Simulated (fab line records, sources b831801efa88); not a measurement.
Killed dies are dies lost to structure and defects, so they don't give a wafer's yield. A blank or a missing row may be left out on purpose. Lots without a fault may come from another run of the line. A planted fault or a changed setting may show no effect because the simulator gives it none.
A struck lot beside a sound one | flow sky130 | 17 steps out of a route of 708
Sound: wafers L804.4, L804.5, L804.6. Struck: wafers L800.1, L800.4, L800.6. The cause comes at the end.
At each step with rows: each side's tool, then ch and its chambers, then its first start. Under that, the readings that differ: sound wafers | struck wafers | difference of the means | sigmas: that difference in standard deviations of wafers without a fault.
alike: readings whose means differ by less than 2 such deviations, and words and numbers that are the same on both sides. not compared: withheld readings, readings that some wafer has no value for, bounds like >300 that may hide the same value, and numbers for which the record gives no deviation and whose values overlap.
The two part at a step that has a row with sigmas, a row that says differs or no value, or rows on one side only. Numbers that don't overlap but have no deviation are shown without sigmas and don't part them. A reading that every wafer of one side lacks parts them only if that side has two wafers or more.

SKY_GATE_OXIDE_TW_MEAS_14:
  sound on film_metro-04, day 18 12:05; struck on film_metro-03, day 17 00:33
  reading       | sound       | struck      | difference | sigmas
  GATE_OXIDE_TW | 220 219 219 | 226 229 227 | +8         | +2
then, 3 steps without rows for these wafers: SKY_GATE_OXIDE_CLEAN_15 (cleans in SC1/SC2, time 150 s); SKY_GATE_OXIDE_OXIDATION_16 (stabilise 600 s, purge 300 s, target thk 3.57 nm); SKY_POLY_GATE_CVD_00 (deposits poly-Si, target thk 180 nm, time 720 s).
SKY_POLY_GATE_THK_MEAS_01:
  sound on film_metro-04, day 18 15:45; struck on film_metro-04, day 17 03:58
  alike: POLY_GATE_CVD_00_THK
then, 7 steps without rows for these wafers: SKY_RES_PROTECT_DEHYDRATE_00 (time 60 s); SKY_RES_PROTECT_HMDS_01 (prime time 60 s); SKY_RES_PROTECT_COAT_02 (resist thk 1140 nm); SKY_RES_PROTECT_SOFTBAKE_03 (time 60 s); SKY_RES_PROTECT_EXPOSE_04 (exposes mask RPM, target cd 1270 nm); SKY_RES_PROTECT_PEB_05; SKY_RES_PROTECT_DEVELOP_06 (develop time 60 s).
SKY_POLY_GATE_IMPLANT_02:
  sound on implanter-04 ch 0, day 19 23:12; struck on implanter-02 ch 0, day 18 08:24
  reading       | sound                         | struck                           | difference  | sigmas
  beam_on_s (s) | 39.1 39.1 38.3                | 62.4 63.8 60.4                   | +23.4       | +9
  dose_ions_cm2 | 7.708e+15 7.701e+15 7.711e+15 | 1.4147e+16 1.4135e+16 1.4134e+16 | +6.4320e+15 | +99 or more
SKY_RES_PROTECT_STRIP_07: strips in O2/N2.
  sound on plasma_asher-03 ch 0,1, day 19 23:18; struck on plasma_asher-02 ch 0,1, day 18 08:33
  reading                      | sound             | struck            | difference | sigmas
  oes_product_au (a.u.)        | 0.521 0.523 0.510 | 0.504 0.497 0.492 | -0.020     | -4
  strip_time_to_endpoint_s (s) | 23.27 23.30 23.28 | 25.02 25.01 25.04 | +1.74      | +50
  alike: chamber_pressure_mTorr, drypump_motor_current_A
  not compared: rf_hours_counter_h
SKY_RES_PROTECT_TW_MEAS_08:
  sound on film_metro-03, day 19 23:24; struck on film_metro-01, day 18 08:39
  alike: POLY_GATE_TW
then, 1 step without rows for these wafers: SKY_RES_PROTECT_CLEAN_09 (cleans in SC1/SC2, time 150 s).
-- the record jumps here: 30 days lie between the struck wafers' starts before and after (it left off in module RES_PROTECT and takes up again in module PAD_OPEN, whose first step shown is number 708 of the route) --
SKY_PAD_OPEN_PROBE_99:
  sound on prober-01, day 48 21:40; struck on prober-01, day 47 22:42
  reading                          | sound             | struck            | difference | sigmas
  model.etest.res_poly.line_ohm_um | 503.5 519.4 512   | 406.7 400.4 393.7 | -111.4     |
  model.etest.licon_poly.rc_ohm    | 151.1 149.7 151.1 | 107.2 100.9 103.4 | -46.8      |
  model.etest.res_poly.rs_ohm_sq   | 49.06 48.97 48.81 | 36.82 36.54 36.35 | -12.38     |
  alike: killed_at_M0_to_M3, killed_at_M4_up, killed_at_contacts, killed_at_front_end, killed_at_other, killed_dies, killed_open, killed_short

WHERE THEY PART
First at SKY_GATE_OXIDE_TW_MEAS_14; last, within this record, at SKY_RES_PROTECT_STRIP_07. Later steps at which nothing parts them and some readings are alike: SKY_RES_PROTECT_TW_MEAS_08, SKY_PAD_OPEN_PROBE_99.

WHY: what the simulator had put in
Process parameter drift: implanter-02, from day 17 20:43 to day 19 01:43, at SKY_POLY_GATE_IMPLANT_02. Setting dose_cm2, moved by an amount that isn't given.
